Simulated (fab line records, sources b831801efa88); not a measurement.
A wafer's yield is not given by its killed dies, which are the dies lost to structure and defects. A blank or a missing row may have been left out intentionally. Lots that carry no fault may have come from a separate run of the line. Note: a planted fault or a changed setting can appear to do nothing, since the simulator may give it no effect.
fab line records -- flow sky130
record: lots: 10, wafers: 30, lastDay: 50
route steps=708 shown POLY_CUT@317 LI_CONTACT@377 LOCAL_INTERCONNECT@387 CONTACT@406 PAD_OPEN@708
lots untouched by any fault: they come from a run of this same line in which no faults occurred
startH: hours from the record's first day to the start of the lot's first wafer shown -- waitH: hours elapsed since this lot's preceding step -- " as in the row above -- L1.1+2: several wafers, shown together as one row -- - either no value or no given start -- * or withheld: withheld -- < > ~ a bound
route shown NAME@n: names a module that has steps shown in the file, with the first one's number in the route -- usual: mean and standard deviation over wafers with no fault -- same: alike in all rows -- chamber/n: place in a boat -- sites: per-site readings -- _std_site: standard deviation of those values -- _edge_site: inner sites' mean taken away from outer sites' mean -- radiusMm: for every site, how far away it sits from the centre of the wafer -- mask NAME#n: copy n -- behind: the tool/chamber that last shaped the wafer -- hold: why the lot was held/for how many hours/how that ended -- device: which transistor (n, p or np) failed to switch -- end of line: the tests these same wafers got at the end of their route -- a step without rows: its recipe alone -- killed: dies that structure and defects cost at the first sort, which is not the same as the wafer's yield -- map: a wafer's dies, marking killed ones x, the rest . and places with no die _
set.NAME: the setting that was run; set.NAME@STEP: the one run at that earlier step -- model.NAME: the simulator's own value behind a step, which no gauge read
one table for each step of the route and one row for each wafer, over a sample of lots
services: when a tool's chamber went out of use (startH, in hours from the record's first day, below 0 if earlier), for how many hours, and the reason
== steps ==
step: SKY_POLY_CUT_ETCH_10
recipe: chemistry: N2/H2, target: BARC, ionEnergyEv: 200, sourceW: 500, biasW: 100, pressureMtorr: 30, n2FlowSccm: 100, h2FlowSccm: 200, stopOn: SiO2, timeS: 45.9, targetDepthA: 600
usual: drypumpMotorCurrentA: 5.9/0.39, oesProductAu: 0.855/0.0048, throttleValvePct: 13.224/0.0089
lot.wafer,tool,chamber,startH,waitH,drypumpMotorCurrentA,oesProductAu,rfHoursCounterH,throttleValvePct
L643.1,rieDiel-04,3,548.73,0.0,5.6,0.856,0,13.226
L643.4,rieDiel-04,0,548.73,0.0,5.6,0.856,65,13.238
L643.6,rieDiel-04,1,548.73,0.0,6.7,0.845,-,13.218
L645.1,rieDiel-04,0,579.93,0.0,5.6,0.853,66,13.207
L645.3,rieDiel-04,2,579.93,0.0,6.3,0.860,4,13.213
L645.6,rieDiel-04,1,579.93,0.0,6.7,0.849,-,13.216
L650.4,rieDiel-02,1,631.32,0.0,5.9,0.850,19,13.239
L650.5,rieDiel-02,1,631.32,0.0,5.9,0.850,-,13.229
L650.6,rieDiel-02,2,631.32,0.0,5.6,0.846,-,13.222
L653.3,rieDiel-04,1,653.53,0.0,6.7,0.851,1,13.222
L653.4,rieDiel-04,2,653.53,0.0,6.3,0.855,6,13.223
L653.5,rieDiel-04,2,653.53,0.0,6.3,0.851,-,13.222
L654.1,rieDiel-04,1,656.48,0.0,6.7,0.861,1,13.239
L654.3,rieDiel-04,3,656.48,0.0,5.5,0.850,2,13.227
L654.4,rieDiel-04,2,656.48,0.0,6.3,0.848,6,13.224
L656.1,rieDiel-04,2,672.91,0.0,6.3,0.858,6,13.217
L656.2,rieDiel-04,1,672.91,0.0,6.7,0.851,1,13.224
L656.5,rieDiel-04,1,672.91,0.0,6.7,0.854,-,13.225
L657.1,rieDiel-02,2,680.47,0.0,5.6,0.854,13,13.226
L657.2,rieDiel-02,3,680.47,0.0,5.8,0.853,7,13.235
L657.3,rieDiel-02,1,680.47,0.0,5.9,0.858,20,13.218
L660.2,rieDiel-01,1,702.28,0.0,6.6,0.857,2,13.219
L660.3,rieDiel-01,2,702.28,0.0,6.0,0.857,50,13.217
L660.4,rieDiel-01,0,702.28,0.0,5.4,0.841,1,13.224
L661.3,rieDiel-02,3,711.87,0.0,5.7,0.870,8,13.238
L661.4,rieDiel-02,1,711.87,0.0,5.9,0.858,21,13.239
L661.6,rieDiel-02,1,711.87,0.0,5.9,0.855,-,13.229
L664.3,rieDiel-01,1,727.02,0.0,6.6,0.857,3,13.236
L664.5,rieDiel-01,0,727.02,0.0,5.4,0.857,-,13.225
L664.6,rieDiel-01,3,727.02,0.0,5.6,0.855,-,13.232
step: SKY_LI_CONTACT_ETCH_15
recipe: target: PSG, chemistry: C4F8/O2/Ar, stopOn: Si, taperDeg: 4.15, maskMaterial: KrF-thick, sourceW: 1500, biasW: 1200, pressureMtorr: 40, c4f8FlowSccm: withheld, O2_flow_sccm: 6, Ar_flow_sccm: 300, timeS: withheld, targetDepthA: 6000
usual: oesProductAu: 0.837/0.0047
lot.wafer,tool,chamber,startH,waitH,oesProductAu
L643.1,rieDiel-03,2,666.10,0.0,0.842
L643.4,rieDiel-03,1,666.10,0.0,0.840
L643.6,rieDiel-03,3,666.10,0.0,0.843
L645.1,rieDiel-01,2,695.02,0.0,0.846
L645.3,rieDiel-01,1,695.02,0.0,0.839
L645.6,rieDiel-01,3,695.02,0.0,0.839
L650.4,rieDiel-04,3,745.47,0.0,0.837
L650.5,rieDiel-04,0,745.47,0.0,0.827
L650.6,rieDiel-04,3,745.47,0.0,0.827
L653.3,rieDiel-03,0,767.87,0.0,0.825
L653.4,rieDiel-03,2,767.87,0.0,0.833
L653.5,rieDiel-03,1,767.87,0.0,0.842
L654.1,rieDiel-04,1,770.32,0.0,0.830
L654.3,rieDiel-04,2,770.32,0.0,0.831
L654.4,rieDiel-04,0,770.32,0.0,0.838
L656.1,rieDiel-01,1,786.02,0.0,0.834
L656.2,rieDiel-01,0,786.02,0.0,0.833
L656.5,rieDiel-01,2,786.02,0.0,0.836
L657.1,rieDiel-04,3,792.00,0.0,0.834
L657.2,rieDiel-04,1,792.00,0.0,0.835
L657.3,rieDiel-04,0,792.00,0.0,0.834
L660.2,rieDiel-01,3,813.25,0.0,0.837
L660.3,rieDiel-01,1,813.25,0.0,0.842
L660.4,rieDiel-01,2,813.25,0.0,0.841
L661.3,rieDiel-01,1,822.06,0.0,0.837
L661.4,rieDiel-01,3,822.06,0.0,0.843
L661.6,rieDiel-01,1,822.06,0.0,0.841
L664.3,rieDiel-01,0,836.20,0.0,0.834
L664.5,rieDiel-01,2,836.20,0.0,0.839
L664.6,rieDiel-01,3,836.20,0.0,0.835
step: SKY_LOCAL_INTERCONNECT_SPUTTER_00
recipe: material: TiN, targetThkNm: 100, tempC: 300, powerW: 6500, timeS: 83.3, chamberPressurePa: 0.4
usual: substrateTempC: 299.99/0.2, susceptorTempC: 299.99/0.19, throttleValvePct: 29.9/1
lot.wafer,tool,chamber,startH,waitH,substrateTempC,susceptorTempC,throttleValvePct
L643.1,pvdSputter-03,-,667.24,0.1,299.87,299.88,29.6
L643.4,pvdSputter-03,-,667.24,0.1,299.61,299.85,30.5
L643.6,pvdSputter-03,-,667.24,0.1,299.58,299.92,30.8
L645.1,pvdSputter-01,-,696.18,0.1,299.87,300.08,31.4
L645.3,pvdSputter-01,-,696.18,0.1,300.03,300.20,30.2
L645.6,pvdSputter-01,-,696.18,0.1,299.81,300.04,31.4
L650.4,pvdSputter-01,-,746.61,0.2,299.80,299.67,30.5
L650.5,pvdSputter-01,-,746.61,0.2,300.17,300.11,31.7
L650.6,pvdSputter-01,-,746.61,0.2,300.30,299.87,30.2
L653.3,pvdSputter-01,-,769.01,0.1,299.63,299.88,30.5
L653.4,pvdSputter-01,-,769.01,0.1,299.97,299.87,31.5
L653.5,pvdSputter-01,-,769.01,0.1,299.96,299.89,31.3
L654.1,pvdSputter-01,-,771.46,0.2,300.22,300.02,30.7
L654.3,pvdSputter-01,-,771.46,0.2,300.09,299.62,30.5
L654.4,pvdSputter-01,-,771.46,0.2,299.73,300.17,30.2
L656.1,pvdSputter-03,-,787.32,0.2,299.89,300.19,29.5
L656.2,pvdSputter-03,-,787.32,0.2,300.35,300.24,31.3
L656.5,pvdSputter-03,-,787.32,0.2,300.02,300.19,31.1
L657.1,pvdSputter-02,-,793.14,0.1,300.11,300.09,27.5
L657.2,pvdSputter-02,-,793.14,0.1,300.05,299.88,29.5
L657.3,pvdSputter-02,-,793.14,0.1,299.64,299.60,29.3
L660.2,pvdSputter-03,-,814.56,0.1,299.88,299.83,28.9
L660.3,pvdSputter-03,-,814.56,0.1,299.79,300.07,31.3
L660.4,pvdSputter-03,-,814.56,0.1,299.87,300.30,29.4
L661.3,pvdSputter-02,-,823.18,0.2,300.19,300.26,29.7
L661.4,pvdSputter-02,-,823.18,0.2,299.88,299.85,27.7
L661.6,pvdSputter-02,-,823.18,0.2,300.30,299.93,27.8
L664.3,pvdSputter-01,-,837.32,0.2,299.68,300.15,31.5
L664.5,pvdSputter-01,-,837.32,0.2,300.42,299.79,30.5
L664.6,pvdSputter-01,-,837.32,0.2,299.78,300.35,30.9
step: SKY_LOCAL_INTERCONNECT_RS_MEAS_01
recipe: thkMeasGauge: four-point-probe, reads: TiN_of_LOCAL_INTERCONNECT_SPUTTER_00
usual: LOCAL_INTERCONNECT_TIN_RS: 14.12/0.16
lot.wafer,tool,chamber,startH,waitH,LOCAL_INTERCONNECT_TIN_RS[ohm/sq]
L643.1,filmMetro-04,-,667.30,0.0,14.16
L643.4,filmMetro-04,-,667.30,0.0,14.09
L643.6,filmMetro-04,-,667.30,0.0,14.02
L645.1,filmMetro-04,-,696.24,0.0,14.12
L645.3,filmMetro-04,-,696.24,0.0,13.98
L645.6,filmMetro-04,-,696.24,0.0,14.00
L650.4,filmMetro-03,-,746.73,0.1,11.54
L650.5,filmMetro-03,-,746.73,0.1,11.62
L650.6,filmMetro-03,-,746.73,0.1,11.50
L653.3,filmMetro-03,-,769.11,0.1,11.43
L653.4,filmMetro-03,-,769.11,0.1,11.46
L653.5,filmMetro-03,-,769.11,0.1,11.48
L654.1,filmMetro-02,-,771.52,0.0,11.67
L654.3,filmMetro-02,-,771.52,0.0,11.71
L654.4,filmMetro-02,-,771.52,0.0,11.62
L656.1,filmMetro-03,-,787.38,0.0,14.11
L656.2,filmMetro-03,-,787.38,0.0,14.04
L656.5,filmMetro-03,-,787.38,0.0,14.19
L657.1,filmMetro-04,-,793.20,0.0,14.11
L657.2,filmMetro-04,-,793.20,0.0,13.90
L657.3,filmMetro-04,-,793.20,0.0,13.78
L660.2,filmMetro-04,-,814.64,0.1,14.17
L660.3,filmMetro-04,-,814.64,0.1,13.99
L660.4,filmMetro-04,-,814.64,0.1,13.96
L661.3,filmMetro-03,-,823.29,0.1,14.25
L661.4,filmMetro-03,-,823.29,0.1,14.50
L661.6,filmMetro-03,-,823.29,0.1,14.37
L664.3,filmMetro-02,-,837.43,0.1,14.19
L664.5,filmMetro-02,-,837.43,0.1,14.37
L664.6,filmMetro-02,-,837.43,0.1,14.12
step: SKY_LOCAL_INTERCONNECT_THK_MEAS_02
recipe: thkMeasGauge: xrf, reads: TiN_of_LOCAL_INTERCONNECT_SPUTTER_00
usual: LOCAL_INTERCONNECT_TIN_THK: 98.9/1.2
lot.wafer,tool,chamber,startH,waitH,LOCAL_INTERCONNECT_TIN_THK[nm]
L643.1,filmMetro-04,-,667.42,0.1,98.9
L643.4,filmMetro-04,-,667.42,0.1,100.0
L643.6,filmMetro-04,-,667.42,0.1,100.0
L645.1,filmMetro-04,-,696.36,0.1,99.0
L645.3,filmMetro-04,-,696.36,0.1,100.0
L645.6,filmMetro-04,-,696.36,0.1,99.8
L650.4,filmMetro-03,-,746.82,0.1,119.9
L650.5,filmMetro-03,-,746.82,0.1,119.3
L650.6,filmMetro-03,-,746.82,0.1,120.2
L653.3,filmMetro-03,-,769.21,0.1,120.1
L653.4,filmMetro-03,-,769.21,0.1,120.1
L653.5,filmMetro-03,-,769.21,0.1,119.6
L654.1,filmMetro-02,-,771.64,0.1,119.0
L654.3,filmMetro-02,-,771.64,0.1,118.5
L654.4,filmMetro-02,-,771.64,0.1,119.0
L656.1,filmMetro-03,-,787.50,0.1,98.1
L656.2,filmMetro-03,-,787.50,0.1,98.2
L656.5,filmMetro-03,-,787.50,0.1,97.7
L657.1,filmMetro-04,-,793.32,0.1,98.8
L657.2,filmMetro-04,-,793.32,0.1,100.8
L657.3,filmMetro-04,-,793.32,0.1,101.5
L660.2,filmMetro-04,-,814.75,0.1,98.5
L660.3,filmMetro-04,-,814.75,0.1,100.1
L660.4,filmMetro-04,-,814.75,0.1,99.8
L661.3,filmMetro-03,-,823.39,0.1,97.2
L661.4,filmMetro-03,-,823.39,0.1,95.9
L661.6,filmMetro-03,-,823.39,0.1,96.1
L664.3,filmMetro-02,-,837.53,0.1,99.2
L664.5,filmMetro-02,-,837.53,0.1,98.1
L664.6,filmMetro-02,-,837.53,0.1,99.6
step: SKY_LOCAL_INTERCONNECT_METAL_ETCH_14
recipe: targetDepthNm: 110, stopOn: PSG, chemistry: Cl2/BCl3, target: TiN, resistSidewallDeg: 88, pressureMtorr: 10, icpW: 900, biasW: 48.5, Cl2_flow_sccm: 60, bcl3FlowSccm: 30, timeS: 31.4
usual: drypumpMotorCurrentA: 6.0/0.39, oesProductAu: 0.942/0.0073, throttleValvePct: 21.901/0.0091
lot.wafer,tool,chamber,startH,waitH,drypumpMotorCurrentA,oesProductAu,rfHoursCounterH,throttleValvePct
L643.1,rieMetal-01,1,695.74,0.0,6.5,0.933,1,21.902
L643.4,rieMetal-01,1,695.74,0.0,6.5,0.944,-,21.894
L643.6,rieMetal-01,0,695.74,0.0,6.2,0.949,-,21.904
L645.1,rieMetal-01,0,724.26,0.0,6.1,0.945,3,21.907
L645.3,rieMetal-01,1,724.26,0.0,6.4,0.954,-,21.900
L645.6,rieMetal-01,0,724.26,0.0,6.1,0.938,-,21.886
L650.4,rieMetal-01,0,774.07,0.0,6.2,1.000,-,21.857
L650.5,rieMetal-01,0,774.07,0.0,6.1,1.009,-,21.884
L650.6,rieMetal-01,1,774.07,0.0,6.5,0.981,-,21.871
L653.3,rieMetal-03,0,795.74,0.1,5.5,0.981,-,21.863
L653.4,rieMetal-03,0,795.74,0.1,5.5,0.979,-,21.880
L653.5,rieMetal-03,0,795.74,0.1,5.6,0.978,-,21.877
L654.1,rieMetal-04,0,798.06,0.0,5.5,1.013,14,21.853
L654.3,rieMetal-04,1,798.06,0.0,6.4,1.022,-,21.846
L654.4,rieMetal-04,0,798.06,0.0,5.5,1.014,-,21.847
L656.1,rieMetal-03,1,814.54,0.0,6.2,0.940,0,21.884
L656.2,rieMetal-03,0,814.54,0.0,5.6,0.952,6,21.896
L656.5,rieMetal-03,1,814.54,0.0,6.2,0.936,-,21.922
L657.1,rieMetal-03,1,820.29,0.0,6.2,0.944,0,21.912
L657.2,rieMetal-03,0,820.29,0.0,5.5,0.949,6,21.893
L657.3,rieMetal-03,0,820.29,0.0,5.5,0.954,-,21.882
L660.2,rieMetal-04,0,841.06,0.0,5.5,0.942,17,21.906
L660.3,rieMetal-04,0,841.06,0.0,5.5,0.940,-,21.900
L660.4,rieMetal-04,1,841.06,0.0,6.4,0.944,-,21.898
L661.3,rieMetal-01,1,849.71,0.0,6.5,0.943,-,21.906
L661.4,rieMetal-01,0,849.71,0.0,6.1,0.934,-,21.902
L661.6,rieMetal-01,0,849.71,0.0,6.1,0.933,-,21.914
L664.3,rieMetal-04,1,863.36,0.0,6.4,0.936,-,21.898
L664.5,rieMetal-04,0,863.36,0.0,5.5,0.933,-,21.910
L664.6,rieMetal-04,1,863.36,0.0,6.4,0.942,-,21.891
step: SKY_CONTACT_CVD_00
recipe: material: Si3N4, targetThkNm: 75, tempC: 400, timeS: withheld, rfW: 450
usual: heaterPowerW: 723/93, susceptorTempC: 400.05/0.21
lot.wafer,tool,chamber,startH,waitH,heaterPowerW,susceptorTempC
L643.1,pecvd-04,2,696.41,0.0,641,400.40
L643.4,pecvd-04,2,696.41,0.0,659,400.13
L643.6,pecvd-04,1,696.41,0.0,714,400.09
L645.1,pecvd-02,2,724.91,0.0,835,400.28
L645.3,pecvd-02,0,724.91,0.0,653,400.13
L645.6,pecvd-02,2,724.91,0.0,854,399.62
L656.1,pecvd-02,2,815.69,0.0,845,400.01
L656.2,pecvd-02,0,815.69,0.0,627,399.98
L656.5,pecvd-02,2,815.69,0.0,818,400.27
L657.1,pecvd-04,1,821.28,0.0,711,399.84
L657.2,pecvd-04,0,821.28,0.0,755,400.25
L657.3,pecvd-04,2,821.28,0.0,556,400.16
L660.2,pecvd-04,2,841.70,0.0,566,400.30
L660.3,pecvd-04,0,841.70,0.0,791,399.80
L660.4,pecvd-04,2,841.70,0.0,573,400.15
L661.3,pecvd-01,0,850.34,0.0,949,400.16
L661.4,pecvd-01,0,850.34,0.0,924,399.94
L661.6,pecvd-01,1,850.34,0.0,718,400.02
L664.3,pecvd-01,1,863.98,0.0,745,399.85
L664.5,pecvd-01,0,863.98,0.0,864,400.38
L664.6,pecvd-01,1,863.98,0.0,750,399.75
step: SKY_PAD_OPEN_PROBE_99
usual: killed_at_M0_to_M3: 45/7.1, killed_at_M4_up: 3.0/1.8, killedAtContacts: 24/5.4, killedAtFrontEnd: 16/4.9, killedAtOther: 0.3/0.63, killedDies: 88/11, killedOnRim: 17/3.4, killedOpen: 47/7.4, killedShort: 40/7
same: grossDies: 492, killedAtBackSide: 0
lot.wafer,tool,chamber,startH,waitH,killed_at_M0_to_M3,killed_at_M4_up,killedAtContacts,killedAtFrontEnd,killedAtOther,killedDies,killedOnRim,killedOpen,killedShort
L650.4,prober-01,-,1126.77,0.2,56,2,424,10,0,492,96,53,29
L650.5,prober-01,-,1126.82,0.2,38,5,432,17,0,492,96,51,31
L650.6,prober-01,-,1126.87,0.2,36,3,429,24,0,492,96,49,40
L653.3,prober-01,-,1140.12,0.2,55,4,413,20,0,492,96,52,47
L653.4,prober-01,-,1140.17,0.2,51,1,420,20,0,492,96,54,43
L653.5,prober-01,-,1140.22,0.2,53,1,427,11,0,492,96,51,40
L654.1,prober-02,-,1141.84,0.1,41,2,435,14,0,492,96,51,33
L654.3,prober-02,-,1141.94,0.2,42,1,350,10,0,403,51,44,33
L654.4,prober-02,-,1141.99,0.2,36,1,438,17,0,492,96,46,36
L660.2,prober-02,-,1173.25,0.1,52,5,22,9,0,88,15,43,44
L660.3,prober-02,-,1173.30,0.2,48,0,24,10,1,83,16,48,34
L660.4,prober-02,-,1173.35,0.2,52,5,16,18,0,91,20,45,46
killed by level:class
L650.4 LOCAL_INTERCONNECT:areaEtch=410 VIA1:geometricParticle:open=13 VIA3:geometricParticle:open=12 VIA2:geometricParticle:open=8 METAL2:geometricParticle:short=7 CONTACT:geometricParticle:open=6 VIA1:geometricParticle:short=6 LI_CONTACT:geometricParticle:open=4
L650.5 LOCAL_INTERCONNECT:areaEtch=410 VIA1:geometricParticle:open=12 LI_CONTACT:geometricParticle:open=9 FIELD_ISO:geometricParticle:short=8 CONTACT:geometricParticle:open=7 FIELD_ISO:geometricParticle:open=5 VIA3:geometricParticle:open=5 METAL1:geometricParticle:short=4
L650.6 LOCAL_INTERCONNECT:areaEtch=403 VIA3:geometricParticle:open=9 POLY_GATE:geometricParticle:short=8 CONTACT:geometricParticle:open=8 LI_CONTACT:geometricParticle:short=6 LI_CONTACT:geometricParticle:open=6 FIELD_ISO:geometricParticle:short=5 LOCAL_INTERCONNECT:geometricParticle:short=5
L653.3 LOCAL_INTERCONNECT:areaEtch=393 VIA1:geometricParticle:open=11 CONTACT:geometricParticle:open=9 FIELD_ISO:geometricParticle:short=8 FIELD_ISO:geometricParticle:open=6 VIA2:geometricParticle:open=6 VIA3:geometricParticle:open=6 METAL2:geometricParticle:short=5
L653.4 LOCAL_INTERCONNECT:areaEtch=395 CONTACT:geometricParticle:open=13 VIA1:geometricParticle:open=12 VIA1:geometricParticle:short=7 VIA2:geometricParticle:open=7 LI_CONTACT:geometricParticle:open=6 FIELD_ISO:geometricParticle:short=5 VIA3:geometricParticle:open=5
L653.5 LOCAL_INTERCONNECT:areaEtch=401 VIA1:geometricParticle:open=16 METAL2:geometricParticle:short=9 LI_CONTACT:geometricParticle:open=8 CONTACT:geometricParticle:open=7 VIA1:geometricParticle:short=6 METAL1:geometricParticle:short=5 VIA3:geometricParticle:short=5
L654.1 LOCAL_INTERCONNECT:areaEtch=408 CONTACT:geometricParticle:open=12 VIA1:geometricParticle:open=8 LI_CONTACT:geometricParticle:open=7 VIA1:geometricParticle:short=6 METAL2:geometricParticle:short=6 VIA3:geometricParticle:open=6 FIELD_ISO:geometricParticle:short=4
L654.3 LOCAL_INTERCONNECT:areaEtch=326 VIA1:geometricParticle:open=12 CONTACT:geometricParticle:open=8 LI_CONTACT:geometricParticle:open=7 CONTACT:geometricParticle:short=5 VIA1:geometricParticle:short=5 METAL2:geometricParticle:short=5 VIA2:geometricParticle:open=5
L654.4 LOCAL_INTERCONNECT:areaEtch=410 METAL2:geometricParticle:short=11 CONTACT:geometricParticle:open=11 LI_CONTACT:geometricParticle:open=8 CONTACT:geometricParticle:short=6 POLY_GATE:geometricParticle:open=5 METAL1:geometricParticle:open=5 FIELD_ISO:geometricParticle:short=4
L660.2 VIA1:geometricParticle:open=13 VIA3:geometricParticle:short=9 VIA2:geometricParticle:open=8 CONTACT:geometricParticle:short=7 VIA1:geometricParticle:short=6 LI_CONTACT:geometricParticle:open=5 METAL1:geometricParticle:short=5 CONTACT:geometricParticle:open=5
L660.3 VIA1:geometricParticle:open=12 LI_CONTACT:geometricParticle:open=9 CONTACT:geometricParticle:open=9 VIA1:geometricParticle:short=8 VIA3:geometricParticle:open=7 VIA3:geometricParticle:short=5 VIA2:geometricParticle:open=4 METAL1:geometricParticle:short=4
L660.4 VIA1:geometricParticle:open=18 METAL1:geometricParticle:short=7 VIA1:geometricParticle:short=6 FIELD_ISO:geometricParticle:short=5 POLY_GATE:geometricParticle:short=5 VIA3:geometricParticle:open=5 LI_CONTACT:geometricParticle:open=5 VIA2:geometricParticle:short=5
== services ==
tool,chamber,startH,hours,kind
rieDiel-02,1,527.48,17.8,repair
rieDiel-01,3,529.82,6.2,repair
pecvd-04,-,551.41,1.9,repair
pvdSputter-03,-,557.63,2.0,repair
pecvd-04,2,560.46,4.7,repair
rieDiel-02,2,562.18,18.7,repair
rieDiel-01,-,565.46,0.2,repair
rieDiel-01,1,568.89,3.3,repair
pecvd-04,0,579.86,5.3,repair
rieMetal-01,-,586.87,14.6,pm
pvdSputter-03,-,596.95,4.8,repair
pvdSputter-01,-,611.52,1.7,repair
rieDiel-02,0,612.47,11.0,repair
rieMetal-04,-,633.07,1.4,pm
rieDiel-02,3,644.05,9.2,repair
rieDiel-02,3,657.98,4.8,repair
rieDiel-02,2,668.04,10.4,repair
pecvd-04,-,685.99,0.5,repair
rieDiel-02,3,687.11,3.3,repair
rieDiel-01,-,798.16,2.8,pm
rieDiel-04,-,816.20,2.8,pm
rieMetal-01,-,823.20,2.8,pm
rieDiel-04,-,857.99,0.3,repair
rieDiel-04,0,863.07,6.9,repair
== key ==
firstSign: step: SKY_LOCAL_INTERCONNECT_RS_MEAS_01, reading: LOCAL_INTERCONNECT_TIN_RS, direction: down, sigmas: 16, usual: 14.12, struck: 11.56
effect: step: SKY_LOCAL_INTERCONNECT_THK_MEAS_02, reading: LOCAL_INTERCONNECT_TIN_THK, direction: up, sigmas: 17, usual: 98.9, struck: 119.5
effect: step: SKY_LOCAL_INTERCONNECT_METAL_ETCH_14, reading: oesProductAu, direction: up, sigmas: 7.5, usual: 0.942, struck: 0.997
effect: step: SKY_PAD_OPEN_PROBE_99, reading: killedAtContacts, direction: up, sigmas: 73, usual: 24, struck: 419
moreKillsBornAt: SKY_LOCAL_INTERCONNECT_METAL_ETCH_14@rieMetal-01: 1223, SKY_LOCAL_INTERCONNECT_METAL_ETCH_14@rieMetal-03: 1189, SKY_LOCAL_INTERCONNECT_METAL_ETCH_14@rieMetal-04: 1144
metAt SKY_LOCAL_INTERCONNECT_SPUTTER_00
struckLots L650,L653,L654
laterRowsLeftOut L650.4,L650.5,L650.6,L653.3,L653.4,L653.5,L654.1,L654.3,L654.4
testerLeftOut L650,L653,L654
notActingAt SKY_POLY_CUT_ETCH_10,SKY_LI_CONTACT_ETCH_15,SKY_CONTACT_CVD_00
onsetBetween 696.18 746.61
fault: kind: processParameterDrift, tool: pvdSputter-01, chamber: -, onsetH: 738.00, steps: SKY_LOCAL_INTERCONNECT_SPUTTER_00, channel: targetThkNm, offset: 21.189, shape: step, endH: 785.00, actsIn: theseRecipesOnly, stated: 100
testerLeftOut: of these lots the tester's yield and bins aren't shown, on N5 and GAA mostly nor the transistor test; their killed dies are dies lost to structure and defects alone, not to doping, threshold or leakage, so they don't give the yield
laterRowsLeftOut: the simulator's readings of these wafers behind a module that went badly wrong aren't trusted and aren't shown, but for the sort
